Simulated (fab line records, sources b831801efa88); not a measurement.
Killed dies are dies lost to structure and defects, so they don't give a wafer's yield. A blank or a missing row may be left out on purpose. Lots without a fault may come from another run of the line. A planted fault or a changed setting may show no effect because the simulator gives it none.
fab line records | flow sky130
record lots=5 wafers=15 last_day=49
route steps=708 shown METAL5@674 PASSIVATION@681 PAD_OPEN@694
lots that met no fault: from a run of the same line without faults
start_h: hours from the record's first day to the start of the lot's first wafer shown | wait_h: hours since the lot's step before | " the same as in the row above | L1.1+2: a row that stands for several wafers | - no value, or no start given | * or withheld: withheld | < > ~ a bound
route shown NAME@n: a module of which the file shows steps, and the number in the route of the first | usual: mean/standard deviation of fault-free wafers | same: alike in all rows | chamber/n: place in a boat | sites: the reading at each site | _std_site: their standard deviation | _edge_site: outer sites' mean less inner sites' | radius_mm: how far each site lies from the wafer's centre | mask NAME#n: copy n | behind: the tool/chamber that last shaped the wafer | hold: why the lot was held/for how many hours/how that ended | device: the transistor (n, p or np) that didn't switch | end of line: the same wafers' tests at the end of the route | a step without rows: its recipe alone | killed: dies lost to structure and defects at the first sort, not the wafer's yield | map: a wafer's dies, x killed, . not, _ none there
set.NAME: the setting as run; set.NAME@STEP: as run at that earlier step | model.NAME: the simulator's own value behind a step, which no gauge read
lots at some steps of the route; a table a step, a row a wafer
services: from which hour (start_h, from the record's first day; less than 0 if before it) a tool's chamber was out of use, for how many hours, and why
## steps
# step SKY_METAL5_DEVELOP_13
# recipe resist=NOVOLAK developer=TMAH develop_time_s=60 dev_temp_c=23
# columns lot.wafer tool chamber start_h wait_h
L079.2+4+5 litho_track-03 0 1064.52 0.1
L083.1+3+6 litho_track-03 0 1081.59 0.1
L087.1+5+6 litho_track-01 0 1110.44 0.1
L091.1+2+5 litho_track-01 0 1132.19 0.1
L092.1+5+6 litho_track-03 0 1137.14 0.1
# step SKY_METAL5_DESCUM_14
# recipe chemistry=O2 source_power_w=150 bias_power_w=0 pressure_mtorr=10 temp_c=40 time_s=11
# usual chamber_pressure_mTorr=10.000/0.0092 drypump_motor_current_A=5.7/0.33 oes_product_au=1.005/0.013
# same bias_power_w=0 time_s=11
# columns lot.wafer tool chamber start_h wait_h chamber_pressure_mTorr drypump_motor_current_A oes_product_au rf_hours_counter_h
L079.2 rie_metal-04 0 1064.64 0.1 10.002 5.7 1.020 11
L079.4 " 1 " " 10.001 5.7 1.001 -
L079.5 " 1 " " 10.001 5.7 1.004 -
L083.1 rie_metal-03 0 1081.74 0.1 9.994 5.0 0.989 14
L083.3 " 0 " " 10.005 5.0 0.998 -
L083.6 " 0 " " 10.003 5.0 0.981 -
L087.1 rie_metal-02 0 1110.59 0.1 10.000 5.5 1.013 14
L087.5 " 0 " " 9.995 5.5 1.002 -
L087.6 " 1 " " 9.996 5.7 1.019 -
L091.1 rie_metal-04 0 1132.34 0.1 10.004 5.7 1.010 15
L091.2 " 1 " " 10.008 5.8 0.985 8
L091.5 " 0 " " 9.992 5.7 1.012 -
L092.1 rie_metal-02 0 1137.29 0.1 10.008 5.5 1.009 16
L092.5 " 1 " " 10.003 5.8 1.026 -
L092.6 " 0 " " 10.010 5.5 1.007 -
# step SKY_METAL5_METAL_ETCH_15
# recipe target_depth_a=12600 stop_on=SiO2 over_etch_frac=0.2 time_s=252 chemistry=Cl2/BCl3 resist_sidewall_deg=86 pressure_mtorr=10 icp_w=900 bias_w=48.5 Cl2_flow_sccm=60 bcl3_flow_sccm=30
# usual chamber_pressure_mTorr=10.000/0.0093 drypump_motor_current_A=5.7/0.34 oes_product_au=0.894/0.005 throttle_valve_pct=22.265/0.0091
# same time_s=252
# columns lot.wafer tool chamber start_h wait_h chamber_pressure_mTorr drypump_motor_current_A oes_product_au rf_hours_counter_h throttle_valve_pct
L079.2 rie_metal-04 0 1064.68 0.0 10.014 5.8 0.888 11 22.265
L079.4 " 1 " " 10.003 5.7 0.900 - 22.261
L079.5 " 1 " " 9.999 5.7 0.881 - 22.275
L083.1 rie_metal-03 0 1081.78 0.0 9.990 5.0 0.895 14 22.267
L083.3 " 0 " " 9.994 5.0 0.898 - 22.263
L083.6 " 0 " " 9.997 5.0 0.896 - 22.275
L087.1 rie_metal-02 0 1110.62 0.0 10.024 5.4 0.896 14 22.281
L087.5 " 0 " " 10.001 5.5 0.890 - 22.276
L087.6 " 1 " " 10.004 5.8 0.896 - 22.265
L091.1 rie_metal-04 0 1132.37 0.0 10.001 5.8 0.888 15 22.257
L091.2 " 1 " " 9.997 5.7 0.892 8 22.262
L091.5 " 0 " " 9.999 5.7 0.893 - 22.258
L092.1 rie_metal-02 0 1137.33 0.0 10.022 5.4 0.895 16 22.261
L092.5 " 1 " " 9.999 5.8 0.895 - 22.263
L092.6 " 0 " " 10.000 5.5 0.894 - 22.275
# step SKY_METAL5_STRIP_16
# recipe chemistry=O2/N2 power_w=1400 pressure_mtorr=1500 platen_temp_c=withheld o2_flow_sccm=3000 n2_flow_sccm=300 overash_fraction=0.5
# usual chamber_pressure_mTorr=1499.9/1.4 drypump_motor_current_A=5.62/0.17 oes_product_au=0.710/0.0046 strip_time_to_endpoint_s=13.00/0.18
# columns lot.wafer tool chamber start_h wait_h chamber_pressure_mTorr drypump_motor_current_A oes_product_au rf_hours_counter_h strip_time_to_endpoint_s
L079.2 plasma_asher-02 1 1064.91 0.2 1499.7 5.59 0.710 0 12.80
L079.4 " 1 " " 1497.2 5.61 0.705 - 13.10
L079.5 " 0 " " 1499.5 5.34 0.713 - 13.08
L083.1 plasma_asher-03 0 1082.01 0.2 1497.3 5.63 0.709 64 13.27
L083.3 " 1 " " 1501.5 5.68 0.703 - 13.24
L083.6 " 0 " " 1501.6 5.61 0.709 - 13.27
L087.1 plasma_asher-03 1 1110.86 0.2 1500.3 5.66 0.710 67 12.89
L087.5 " 1 " " 1503.3 5.69 0.714 - 12.84
L087.6 " 0 " " 1503.3 5.64 0.704 - 12.81
L091.1 plasma_asher-02 1 1132.61 0.2 1497.4 5.61 0.709 6 12.76
L091.2 " 0 " " 1500.6 5.36 0.715 6 13.08
L091.5 " 1 " " 1498.6 5.59 0.710 - 12.88
L092.1 plasma_asher-01 1 1137.56 0.2 1499.5 5.97 0.709 40 12.95
L092.5 " 0 " " 1498.2 5.47 0.702 - 12.76
L092.6 " 1 " " 1498.2 5.99 0.711 - 13.02
# step SKY_METAL5_STRIP_17
# recipe chemistry=post_etch_residue_remover time_s=1200 temp_c=72.5
# same time_s=1200
# columns lot.wafer tool chamber start_h wait_h
L079.2+4+5 wet_bench-01 2 1065.01 0.1
L083.1+3+6 wet_bench-02 0 1082.11 0.1
L087.1+5+6 wet_bench-04 0 1110.96 0.1
L091.1+2+5 wet_bench-02 2 1132.71 0.1
L092.1+5+6 wet_bench-02 3 1137.66 0.1
# step SKY_METAL5_CLEAN_18
# recipe chemistry=IPA time_s=180 temp_c=25
# same time_s=180
# columns lot.wafer tool chamber start_h wait_h
L079.2+4+5 wet_bench-04 2 1065.35 0.0
L083.1+3+6 wet_bench-04 3 1082.45 0.0
L087.1+5+6 wet_bench-01 2 1111.30 0.0
L091.1+2+5 wet_bench-01 0 1133.08 0.0
L092.1+5+6 wet_bench-01 3 1138.04 0.0
# step SKY_METAL5_CLEAN_19
# recipe chemistry=O3/DIW dry=n2_spin
# columns lot.wafer tool chamber start_h wait_h
L079.2+4+5 wet_bench-02 3 1065.41 0.0
L083.1+3+6 wet_bench-01 2 1082.52 0.0
L087.1+5+6 wet_bench-04 2 1111.36 0.0
L091.1+2+5 wet_bench-02 1 1133.14 0.0
L092.1+5+6 wet_bench-02 3 1138.09 0.0
# step SKY_PASSIVATION_CVD_00
# recipe material=SiO2 target_thk_nm=90 temp_c=400 time_s=withheld rf_w=600
# usual heater_power_w=683/100
# columns lot.wafer tool chamber start_h wait_h heater_power_w
L079.2 pecvd-02 1 1065.50 0.0 630
L079.4 " 1 " " 597
L079.5 " 0 " " 813
L083.1 pecvd-01 2 1082.61 0.0 749
L083.3 " 2 " " 769
L083.6 " 1 " " 815
L087.1 pecvd-03 0 1111.46 0.0 489
L087.5 " 1 " " 845
L087.6 " 2 " " 664
L091.1 pecvd-03 2 1133.24 0.0 625
L091.2 " 0 " " 638
L091.5 " 0 " " 629
L092.1 pecvd-01 0 1138.19 0.0 615
L092.5 " 2 " " 814
L092.6 " 0 " " 641
# step SKY_PASSIVATION_THK_MEAS_01
# recipe reads=SiO2_of_PASSIVATION_CVD_00
# usual PASSIVATION_CVD_00_THK=90.6/1.1
# columns lot.wafer tool chamber start_h wait_h PASSIVATION_CVD_00_THK[nm]
L079.2 film_metro-02 - 1065.55 - 91.1
L079.4 " - " " 92.9
L079.5 " - " " 92.3
L083.1 film_metro-02 - 1082.64 - 88.7
L083.3 " - " " 90.5
L083.6 " - " " 90.2
L087.1 film_metro-02 - 1111.48 - 92.0
L087.5 " - " " 93.4
L087.6 " - " " 92.0
L091.1 film_metro-03 - 1133.27 - 88.4
L091.2 " - " " 89.0
L091.5 " - " " 90.8
L092.1 film_metro-02 - 1138.22 - 89.9
L092.5 " - " " 92.0
L092.6 " - " " 91.2
# step SKY_PASSIVATION_CVD_02
# recipe material=Si3N4 target_thk_nm=540 temp_c=400 time_s=withheld rf_w=450
# usual heater_power_w=729/100
# columns lot.wafer tool chamber start_h wait_h heater_power_w
L079.2 pecvd-03 0 1065.60 0.0 665
L079.4 " 2 " " 685
L079.5 " 0 " " 689
L083.1 pecvd-02 0 1082.70 0.1 721
L083.3 " 2 " " 699
L083.6 " 2 " " 724
L087.1 pecvd-02 2 1111.54 0.1 696
L087.5 " 1 " " 709
L087.6 " 2 " " 581
L091.1 pecvd-02 1 1133.33 0.1 671
L091.2 " 0 " " 777
L091.5 " 0 " " 838
L092.1 pecvd-03 0 1138.28 0.1 656
L092.5 " 0 " " 562
L092.6 " 2 " " 676
# step SKY_PASSIVATION_THK_MEAS_03
# recipe reads=Si3N4_of_PASSIVATION_CVD_02
# usual PASSIVATION_CVD_02_THK=540/7.5
# columns lot.wafer tool chamber start_h wait_h PASSIVATION_CVD_02_THK[nm]
L079.2 film_metro-03 - 1065.83 - 536
L079.4 " - " " 542
L079.5 " - " " 550
L083.1 film_metro-03 - 1082.93 - 537
L083.3 " - " " 542
L083.6 " - " " 546
L087.1 film_metro-03 - 1111.76 - 536
L087.5 " - " " 532
L087.6 " - " " 544
L091.1 film_metro-03 - 1133.67 - 524
L091.2 " - " " 536
L091.5 " - " " 547
L092.1 film_metro-03 - 1138.61 - 534
L092.5 " - " " 547
L092.6 " - " " 534
# step SKY_PASSIVATION_DEHYDRATE_04
# recipe temp_c=200 time_s=60
# same time_s=60
# columns lot.wafer tool chamber start_h wait_h
L079.2+4+5 litho_track-01 0 1075.36 9.5
L083.1+3+6 litho_track-02 0 1093.18 10.2
L087.1+5+6 litho_track-02 0 1120.53 8.8
L091.1+2+5 litho_track-02 0 1141.83 8.1
L092.1+5+6 litho_track-02 0 1146.58 8.0
# step SKY_PASSIVATION_HMDS_05
# recipe prime_time_s=60 prime_temp_c=120
# usual prime_temp_c=119.98/0.12
# columns lot.wafer tool chamber start_h wait_h prime_temp_c
L079.2 litho_track-01 0 1075.51 0.1 119.96
L079.4 " 0 " " 120.16
L079.5 " 0 " " 120.14
L083.1 litho_track-02 0 1093.33 0.1 119.91
L083.3 " 0 " " 120.14
L083.6 " 0 " " 119.99
L087.1 litho_track-02 0 1120.68 0.1 120.07
L087.5 " 0 " " 120.00
L087.6 " 0 " " 119.98
L091.1 litho_track-02 0 1141.98 0.1 120.05
L091.2 " 0 " " 120.07
L091.5 " 0 " " 119.91
L092.1 litho_track-02 0 1146.73 0.1 120.00
L092.5 " 0 " " 120.07
L092.6 " 0 " " 120.17
# step SKY_PASSIVATION_COAT_06
# recipe spin_rpm=2000 resist_thk_nm=3000
# columns lot.wafer tool chamber start_h wait_h
L079.2+4+5 litho_track-01 0 1075.66 0.1
L083.1+3+6 litho_track-02 0 1093.48 0.1
L087.1+5+6 litho_track-02 0 1120.83 0.1
L091.1+2+5 litho_track-02 0 1142.13 0.1
L092.1+5+6 litho_track-02 0 1146.88 0.1
# step SKY_PASSIVATION_SOFTBAKE_07
# recipe temp_c=110 time_s=withheld
# columns lot.wafer tool chamber start_h wait_h
L079.2+4+5 litho_track-01 0 1075.82 0.1
L083.1+3+6 litho_track-02 0 1093.63 0.1
L087.1+5+6 litho_track-02 0 1120.98 0.1
L091.1+2+5 litho_track-02 0 1142.28 0.1
L092.1+5+6 litho_track-02 0 1147.03 0.1
# step SKY_PASSIVATION_EXPOSE_08
# recipe mask_id=NSM target_cd_nm=3000 na=0.57 dose_mj=260
# columns lot.wafer tool chamber start_h wait_h mask
L079.2+4+5 iline_stepper-01 0 - - NSM#0
L083.1+3+6 iline_stepper-01 0 - - NSM#0
L087.1+5+6 iline_stepper-02 0 - - NSM#0
L091.1+2+5 iline_stepper-01 0 - - NSM#0
L092.1+5+6 iline_stepper-01 0 - - NSM#0
# step SKY_PASSIVATION_PEB_09
# recipe temp_c=115 time_s=withheld
# columns lot.wafer tool chamber start_h wait_h
L079.2+4+5 litho_track-01 0 - -
L083.1+3+6 litho_track-01 0 - -
L087.1+5+6 litho_track-01 0 - -
L091.1+2+5 litho_track-04 0 - -
L092.1+5+6 litho_track-01 0 - -
# step SKY_PASSIVATION_DEVELOP_10
# recipe develop_time_s=60 dev_temp_c=23
# columns lot.wafer tool chamber start_h wait_h
L079.2+4+5 litho_track-01 0 - -
L083.1+3+6 litho_track-01 0 - -
L087.1+5+6 litho_track-01 0 - -
L091.1+2+5 litho_track-04 0 - -
L092.1+5+6 litho_track-01 0 - -
# step SKY_PASSIVATION_ETCH_11
# recipe chemistry=CF4/O2 target_depth_nm=725 stop_on=AlCu source_w=800 bias_w=150 pressure_mtorr=150 cf4_flow_sccm=80 O2_flow_sccm=10 time_s=161.1
# usual chamber_pressure_mTorr=150.01/0.15 drypump_motor_current_A=5.7/0.48 oes_product_au=0.976/0.0069 throttle_valve_pct=5.964/0.0088
# same time_s=161.1
# columns lot.wafer tool chamber start_h wait_h chamber_pressure_mTorr drypump_motor_current_A oes_product_au rf_hours_counter_h throttle_valve_pct
L079.2 rie_diel-03 0 1086.89 - 150.17 6.4 0.973 18 5.979
L079.4 " 3 " " 150.12 5.6 0.980 - 5.965
L079.5 " 0 " " 149.89 6.4 0.987 - 5.965
L083.1 rie_diel-03 0 1103.84 - 150.08 6.4 0.972 19 5.971
L083.3 " 1 " " 149.98 5.9 0.979 13 5.962
L083.6 " 1 " " 149.92 5.9 0.983 - 5.976
L087.1 rie_diel-02 0 1130.89 - 149.97 5.8 0.970 14 5.962
L087.5 " 3 " " 150.21 5.9 0.974 - 5.967
L087.6 " 0 " " 149.68 5.8 0.974 - 5.968
L091.1 rie_diel-02 0 1151.47 - 150.11 5.8 0.968 15 5.975
L091.2 " 3 " " 150.04 5.9 0.970 27 5.959
L091.5 " 0 " " 149.88 5.8 0.984 - 5.977
L092.1 rie_diel-02 0 1156.19 - 150.02 5.8 0.970 16 5.981
L092.5 " 1 " " 150.01 4.7 0.973 - 5.951
L092.6 " 2 " " 150.09 6.2 0.977 - 5.960
# step SKY_PASSIVATION_STRIP_12
# recipe chemistry=O2/N2 power_w=1400 pressure_mtorr=1500 platen_temp_c=withheld overash_fraction=0.7 o2_flow_sccm=3000 n2_flow_sccm=300
# usual chamber_pressure_mTorr=1499.8/2.6 drypump_motor_current_A=5.55/0.13 oes_product_au=0.660/0.0042 strip_time_to_endpoint_s=31.50/0.12
# columns lot.wafer tool chamber start_h wait_h chamber_pressure_mTorr drypump_motor_current_A oes_product_au rf_hours_counter_h strip_time_to_endpoint_s
L079.2 plasma_asher-02 0 1086.99 0.1 1500.7 5.36 0.663 2 31.62
L079.4 " 0 " " 1497.9 5.35 0.653 - 31.55
L079.5 " 0 " " 1500.1 5.33 0.662 - 31.56
L083.1 plasma_asher-03 0 1103.94 0.1 1500.8 5.65 0.662 66 31.48
L083.3 " 0 " " 1501.7 5.62 0.663 - 31.38
L083.6 " 1 " " 1499.3 5.67 0.655 - 31.40
L087.1 plasma_asher-04 1 1131.00 0.1 1498.5 5.42 0.661 99 31.52
L087.5 " 1 " " 1501.3 5.43 0.662 - 31.40
L087.6 " 0 " " 1501.7 5.67 0.659 - 31.56
L091.1 plasma_asher-02 1 1151.58 0.1 1500.7 5.59 0.663 8 31.56
L091.2 " 0 " " 1501.0 5.35 0.665 8 31.39
L091.5 " 0 " " 1499.0 5.37 0.664 - 31.52
L092.1 plasma_asher-03 1 1156.30 0.1 1500.3 5.66 0.658 71 31.47
L092.5 " 1 " " 1499.9 5.66 0.660 - 31.46
L092.6 " 0 " " 1499.2 5.67 0.663 - 31.26
# step SKY_PAD_OPEN_DEHYDRATE_00
# recipe temp_c=200 time_s=60
# same time_s=60
# columns lot.wafer tool chamber start_h wait_h
L079.2+4+5 litho_track-02 0 1096.35 9.3
L083.1+3+6 litho_track-02 0 1113.98 10.0
L087.1+5+6 litho_track-04 0 1139.72 8.7
L091.1+2+5 litho_track-03 0 1160.04 8.4
L092.1+5+6 litho_track-04 0 1163.77 7.4
# step SKY_PAD_OPEN_HMDS_01
# recipe prime_time_s=60 prime_temp_c=120
# usual prime_temp_c=119.96/0.14
# columns lot.wafer tool chamber start_h wait_h prime_temp_c
L079.2 litho_track-02 0 1096.50 0.1 119.87
L079.4 " 0 " " 119.81
L079.5 " 0 " " 119.98
L083.1 litho_track-02 0 1114.13 0.1 119.88
L083.3 " 0 " " 119.85
L083.6 " 0 " " 120.02
L087.1 litho_track-04 0 1139.87 0.1 119.92
L087.5 " 0 " " 120.09
L087.6 " 0 " " 120.03
L091.1 litho_track-03 0 1160.19 0.1 120.22
L091.2 " 0 " " 119.95
L091.5 " 0 " " 119.93
L092.1 litho_track-04 0 1163.92 0.1 119.62
L092.5 " 0 " " 119.82
L092.6 " 0 " " 119.99
# step SKY_PAD_OPEN_COAT_02
# recipe spin_rpm=2000 resist_thk_nm=3000
# columns lot.wafer tool chamber start_h wait_h
L079.2+4+5 litho_track-02 0 1096.65 0.1
L083.1+3+6 litho_track-02 0 1114.28 0.1
L087.1+5+6 litho_track-04 0 1140.02 0.1
L091.1+2+5 litho_track-03 0 1160.34 0.1
L092.1+5+6 litho_track-04 0 1164.07 0.1
# step SKY_PAD_OPEN_SOFTBAKE_03
# recipe temp_c=110 time_s=withheld
# columns lot.wafer tool chamber start_h wait_h
L079.2+4+5 litho_track-02 0 1096.81 0.1
L083.1+3+6 litho_track-02 0 1114.43 0.1
L087.1+5+6 litho_track-04 0 1140.17 0.1
L091.1+2+5 litho_track-03 0 1160.49 0.1
L092.1+5+6 litho_track-04 0 1164.22 0.1
# step SKY_PAD_OPEN_EXPOSE_04
# recipe mask_id=PDM target_cd_nm=60000 na=0.57 dose_mj=260
# columns lot.wafer tool chamber start_h wait_h mask
L079.2+4+5 iline_stepper-01 0 - - PDM#0
L083.1+3+6 iline_stepper-01 0 - - PDM#0
L087.1+5+6 iline_stepper-01 0 - - PDM#0
L091.1+2+5 iline_stepper-02 0 - - PDM#0
L092.1+5+6 iline_stepper-02 0 - - PDM#0
# step SKY_PAD_OPEN_PEB_05
# recipe temp_c=115 time_s=withheld
# columns lot.wafer tool chamber start_h wait_h
L079.2+4+5 litho_track-04 0 - -
L083.1+3+6 litho_track-03 0 - -
L087.1+5+6 litho_track-04 0 - -
L091.1+2+5 litho_track-04 0 - -
L092.1+5+6 litho_track-03 0 - -
# step SKY_PAD_OPEN_DEVELOP_06
# recipe develop_time_s=60 dev_temp_c=23
# columns lot.wafer tool chamber start_h wait_h
L079.2+4+5 litho_track-04 0 - -
L083.1+3+6 litho_track-03 0 - -
L087.1+5+6 litho_track-04 0 - -
L091.1+2+5 litho_track-04 0 - -
L092.1+5+6 litho_track-03 0 - -
# step SKY_PAD_OPEN_ETCH_07
# recipe chemistry=CF4/O2 target_depth_nm=725 stop_on=AlCu source_w=800 bias_w=150 pressure_mtorr=150 cf4_flow_sccm=80 O2_flow_sccm=10 time_s=161.1
# usual chamber_pressure_mTorr=149.99/0.15 drypump_motor_current_A=5.8/0.5 oes_product_au=0.977/0.0073 throttle_valve_pct=5.964/0.0096
# same time_s=161.1
# columns lot.wafer tool chamber start_h wait_h chamber_pressure_mTorr drypump_motor_current_A oes_product_au rf_hours_counter_h throttle_valve_pct
L079.2 rie_diel-02 3 1106.82 - 149.98 5.8 0.973 25 5.974
L079.4 " 0 " " 150.42 5.8 0.969 13 5.963
L079.5 " 0 " " 150.08 5.8 0.978 - 5.980
L083.1 rie_diel-04 0 1124.24 - 150.05 6.8 0.971 16 5.964
L083.3 " 1 " " 149.96 5.2 0.968 18 5.968
L083.6 " 1 " " 149.79 5.2 0.968 - 5.962
L087.1 rie_diel-03 0 1149.42 - 150.05 6.4 0.973 21 5.983
L087.5 " 3 " " 149.94 5.6 0.963 - 5.950
L087.6 " 0 " " 150.02 6.4 0.981 - 5.957
L091.1 rie_diel-03 2 1168.97 - 149.88 5.6 0.973 22 5.955
L091.2 " 3 " " 149.99 5.6 0.968 20 5.967
L091.5 " 2 " " 149.88 5.6 0.974 - 5.953
L092.1 rie_diel-03 3 1172.34 - 149.86 5.6 0.980 20 5.965
L092.5 " 3 " " 149.88 5.6 0.983 - 5.969
L092.6 " 0 " " 150.13 6.5 0.966 - 5.962
# step SKY_PAD_OPEN_STRIP_08
# recipe chemistry=O2/N2 power_w=1400 pressure_mtorr=1500 platen_temp_c=withheld overash_fraction=0.7 o2_flow_sccm=3000 n2_flow_sccm=300
# usual chamber_pressure_mTorr=1500.1/1.3 drypump_motor_current_A=5.59/0.22 oes_product_au=0.663/0.0048
# columns lot.wafer tool chamber start_h wait_h chamber_pressure_mTorr drypump_motor_current_A oes_product_au rf_hours_counter_h
L079.2 plasma_asher-04 1 1106.93 0.1 1499.5 5.41 0.664 97
L079.4 " 0 " " 1500.4 5.66 0.663 -
L079.5 " 1 " " 1500.9 5.40 0.662 -
L083.1 plasma_asher-02 0 1124.35 0.1 1501.2 5.33 0.657 6
L083.3 " 0 " " 1498.5 5.34 0.656 -
L083.6 " 0 " " 1501.1 5.34 0.661 -
L087.1 plasma_asher-01 1 1149.53 0.1 1499.5 5.96 0.660 41
L087.5 " 1 " " 1497.7 5.97 0.665 -
L087.6 " 0 " " 1501.5 5.47 0.660 -
L091.1 plasma_asher-02 1 1169.08 0.1 1498.6 5.60 0.663 9
L091.2 " 0 " " 1499.8 5.33 0.656 9
L091.5 " 1 " " 1498.1 5.59 0.667 -
L092.1 plasma_asher-01 0 1172.45 0.1 1499.6 5.44 0.666 43
L092.5 " 0 " " 1499.7 5.45 0.664 -
L092.6 " 1 " " 1499.0 6.01 0.658 -
# step SKY_PAD_OPEN_STRIP_09
# recipe chemistry=post_etch_residue_remover time_s=1200 temp_c=72.5
# same time_s=1200
# columns lot.wafer tool chamber start_h wait_h
L079.2+4+5 wet_bench-03 1 1107.03 0.1
L083.1+3+6 wet_bench-04 1 1124.45 0.1
L087.1+5+6 wet_bench-03 3 1149.63 0.1
L091.1+2+5 wet_bench-04 0 1169.18 0.1
L092.1+5+6 wet_bench-02 1 1172.55 0.1
# step SKY_PAD_OPEN_CLEAN_10
# recipe chemistry=IPA time_s=180 temp_c=25
# same time_s=180
# columns lot.wafer tool chamber start_h wait_h
L079.2+4+5 wet_bench-04 0 1107.37 0.0
L083.1+3+6 wet_bench-03 0 1124.79 0.0
L087.1+5+6 wet_bench-03 2 1149.97 0.0
L091.1+2+5 wet_bench-04 1 1169.86 0.0
L092.1+5+6 wet_bench-02 0 1172.98 0.1
# step SKY_PAD_OPEN_CLEAN_11
# recipe chemistry=O3/DIW dry=n2_spin
# columns lot.wafer tool chamber start_h wait_h
L079.2+4+5 wet_bench-02 3 1107.43 0.0
L083.1+3+6 wet_bench-03 0 1124.85 0.0
L087.1+5+6 wet_bench-02 1 1150.03 0.0
L091.1+2+5 wet_bench-04 2 1169.98 0.0
L092.1+5+6 wet_bench-02 0 1173.04 0.0
# step SKY_PAD_OPEN_ANNEAL_12
# recipe temp_c=400 time_s=withheld ambient=N2/H2 idle_temp_c=300 ramp_up_c_per_min=8 ramp_down_c_per_min=4
# usual tube_center_temp_C_max=401.03/0.16 zone_power_centre_pct=4.3/0.35
# columns lot.wafer tool chamber start_h wait_h tube_center_temp_C_max zone_power_centre_pct
L079.2 furnace-02 0 1107.53 0.0 401.12 3.9
L079.4 " 0 " " 401.20 3.9
L079.5 " 0 " " 400.97 3.9
L083.1 furnace-01 0 1124.94 0.0 400.89 4.5
L083.3 " 0 " " 401.27 4.6
L083.6 " 0 " " 400.92 4.6
L087.1 furnace-01 0 1150.12 0.0 400.98 4.6
L087.5 " 0 " " 400.92 4.6
L087.6 " 0 " " 400.77 4.6
L091.1 furnace-01 0 1170.18 0.0 400.96 4.6
L091.2 " 0 " " 401.13 4.7
L091.5 " 0 " " 400.93 4.5
L092.1 furnace-02 0 1173.13 0.0 401.23 4.0
L092.5 " 0 " " 401.14 3.9
L092.6 " 0 " " 400.91 3.9
# step SKY_PAD_OPEN_BOW_MEAS_13
# recipe mode=bow
# usual PAD_OPEN_BOW=46/10
# columns lot.wafer tool chamber start_h wait_h PAD_OPEN_BOW[um]
L079.2 film_metro-01 - 1109.05 - 51
L079.4 " - " " 51
L079.5 " - " " 47
L083.1 film_metro-04 - 1126.44 - 42
L083.3 " - " " 58
L083.6 " - " " 37
L087.1 film_metro-03 - 1151.62 - 49
L087.5 " - " " 45
L087.6 " - " " 48
L091.1 film_metro-03 - 1171.68 - 42
L091.2 " - " " 39
L091.5 " - " " 53
L092.1 film_metro-01 - 1174.63 - 41
L092.5 " - " " 56
L092.6 " - " " 30
## services
# columns tool chamber start_h hours kind
furnace-01 - 1044.11 3.6 pm
pecvd-02 2 1045.75 21.4 repair
plasma_asher-04 - 1051.77 4.3 repair
rie_metal-04 - 1053.88 0.9 repair
plasma_asher-02 - 1055.25 9.0 pm
rie_diel-02 3 1063.06 1.8 repair
rie_metal-02 - 1077.62 2.0 repair
plasma_asher-02 - 1078.11 4.3 pm
rie_diel-03 1 1081.67 7.4 repair
furnace-01 - 1088.39 1.0 repair
rie_diel-02 0 1091.65 11.8 repair
rie_metal-04 0 1096.18 17.8 repair
pecvd-01 0 1107.32 13.4 repair
furnace-02 - 1113.20 3.1 pm
rie_metal-02 - 1114.00 2.8 pm
pecvd-02 2 1122.22 25.4 repair
pecvd-03 1 1132.08 7.2 repair
plasma_asher-02 - 1139.49 1.5 repair
furnace-01 - 1140.36 3.1 pm
iline_stepper-02 - 1143.20 2.1 pm
pecvd-02 - 1148.61 6.0 pm
iline_stepper-02 - 1154.58 3.7 repair
iline_stepper-01 - 1163.36 4.4 pm
wet_bench-01 - 1172.14 2.8 repair
## key
fault none
